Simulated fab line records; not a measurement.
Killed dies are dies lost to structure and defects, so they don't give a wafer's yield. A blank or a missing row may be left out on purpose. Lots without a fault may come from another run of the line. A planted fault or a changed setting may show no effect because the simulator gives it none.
Struck lot and sound lot, side by side || flow sky130 || 16 out of 708 route steps
Sound: these wafers, L796.1, L796.3, L796.4. Wafers L811.2, L811.3, L811.6 were the ones struck. The cause comes at the end.
Per side, at each step with rows, come the tool, then ch with its chambers, and then its first start. Under that, the readings that differ: sound wafers || struck wafers || difference of the means || sigmas: that difference in standard deviations of wafers without a fault.
alike: a reading whose means differ by less than 2 such deviations, as well as words and numbers matching on both sides. not compared: withheld readings; readings where some wafer has no value; bounds like >300 that might hide an equal value; numbers whose values overlap and for which the record gives no deviation.
A row with sigmas, a row that says differs or no value, or rows on one side alone: a step with any of these is where the two part. Numbers that don't overlap but have no deviation are shown without sigmas and don't part them. A reading missing from all wafers of one side parts the sides only when that side holds two or more wafers.

SKY_LDD_HVN_OVL_MEAS_07:
  sound on overlay-01, day 22 01:49; struck on overlay-01, day 27 04:01
  alike: LDD_HVN_OVL
following that, these wafers have no rows for 1 step: SKY_LDD_HVN_IMPLANT_08.
SKY_LDD_HVN_STRIP_09: strips in O2/N2.
  sound on plasma-asher-01 ch 0,1, day 22 01:59; struck on plasma-asher-01 ch 0,1, day 27 04:12
  alike: drypump-motor-current-A, n2-flow-sccm, oes-product-au, strip-time-to-endpoint-s
  not compared: rf-hours-counter-h
SKY_LDD_HVN_TW_MEAS_10:
  sound on film-metro-02, day 22 02:05; struck on film-metro-01, day 27 04:19
  alike: LDD_HVN_TW
then, 7 steps without rows for these wafers: SKY_LDD_HVP_DEHYDRATE_00 (time 60 s); SKY_LDD_HVP_HMDS_01 (prime time 60 s); SKY_LDD_HVP_COAT_02 (resist thk 300 nm); SKY_LDD_HVP_SOFTBAKE_03 (time 60 s); SKY_LDD_HVP_EXPOSE_04 (exposes mask HVPTM, target cd 700 nm); SKY_LDD_HVP_PEB_05; SKY_LDD_HVP_DEVELOP_06 (develop time 60 s).
SKY_LDD_HVP_OVL_MEAS_07:
  sound on overlay-02, day 23 08:56; struck on overlay-02, day 28 09:17
  alike: LDD_HVP_OVL
SKY_LDD_HVP_IMPLANT_08:
  sound on implanter-02 ch 0, day 23 08:58; struck on implanter-02 ch 0, day 28 09:20
{"reading": "beam-energy-keV", "sound": "20.012 20.000 20.005", "struck": "25.092 25.092 25.090", "difference": "+5.086", "sigmas": "+99 or more"}
{"reading": "model.implant.rp-nm (nm)", "sound": "65.08 65.08 65.08", "struck": "77.85 77.85 77.85", "difference": "+12.77", "sigmas": ""}
{"reading": "model.implant.drp-nm (nm)", "sound": "28.53 28.53 28.53", "struck": "36.08 36.08 36.08", "difference": "+7.55", "sigmas": ""}
  alike: beam-on-s, dose-ions-cm2
SKY_LDD_HVP_STRIP_09: strips in O2/N2.
  sound on plasma-asher-03 ch 0,1, day 23 09:07; struck on plasma-asher-03 ch 0,1, day 28 09:28
  alike: drypump-motor-current-A, n2-flow-sccm, oes-product-au, strip-time-to-endpoint-s
  not compared: rf-hours-counter-h
SKY_LDD_HVP_TW_MEAS_10:
  sound on film-metro-01, day 23 09:13; struck on film-metro-03, day 28 09:48
{"reading": "LDD_HVP_TW", "sound": "456 458 458", "struck": "473 474 472", "difference": "+16", "sigmas": "+4"}
  not compared: hold
-- record jumps: 22 days separate the struck wafers' starts on either side; left off in module LDD_HVP, taken up again in module PAD_OPEN, whose first shown step is the route's number 708 --
SKY_PAD_OPEN_PROBE_99:
  sound on prober-01, day 47 00:36; struck on prober-01, day 50 06:16
{"reading": "model.etest.tip_p_5v.rs-ohm-sq", "sound": "2854 2865 2861", "struck": "2773 2752 2770", "difference": -95, "sigmas": ""}
{"reading": "model.etest.pfet-g5v0d10v5.r-on-ohm-um", "sound": "4764 4763 4855", "struck": "4651 4662 4648", "difference": -140, "sigmas": ""}
{"reading": "model.etest.pfet-g5v0d10v5.drive-ua-um", "sound": "339.9 341.3 336.2", "struck": "350.9 351.2 353.2", "difference": "+12.6", "sigmas": ""}
{"reading": "model.etest.pfet-g5v0d10v5.off-log10-a-um", "sound": "-12.21 -12.41 -12.66", "struck": "-11.73 -11.98 -11.7", "difference": "+0.62", "sigmas": ""}
{"reading": "model.etest.pfet-g5v0d10v5.vt-sat-v (V)", "sound": "-0.6029 -0.6159 -0.6503", "struck": "-0.5625 -0.5716 -0.5494", "difference": "+0.0619", "sigmas": ""}
  alike: killed_at_M0_to_M3, killed_at_M4_up, killed-at-contacts, killed-at-front-end, killed-at-other, killed-dies, killed-open, killed-short

## WHERE THEY PART
Earliest at SKY_LDD_HVP_IMPLANT_08; latest, in this record, at SKY_LDD_HVP_TW_MEAS_10. Later steps at which nothing parts them and some readings are alike: SKY_PAD_OPEN_PROBE_99.

WHY: what had been put in by the simulator
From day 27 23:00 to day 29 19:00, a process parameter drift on implanter-02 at SKY_LDD_HVP_IMPLANT_08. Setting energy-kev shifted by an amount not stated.
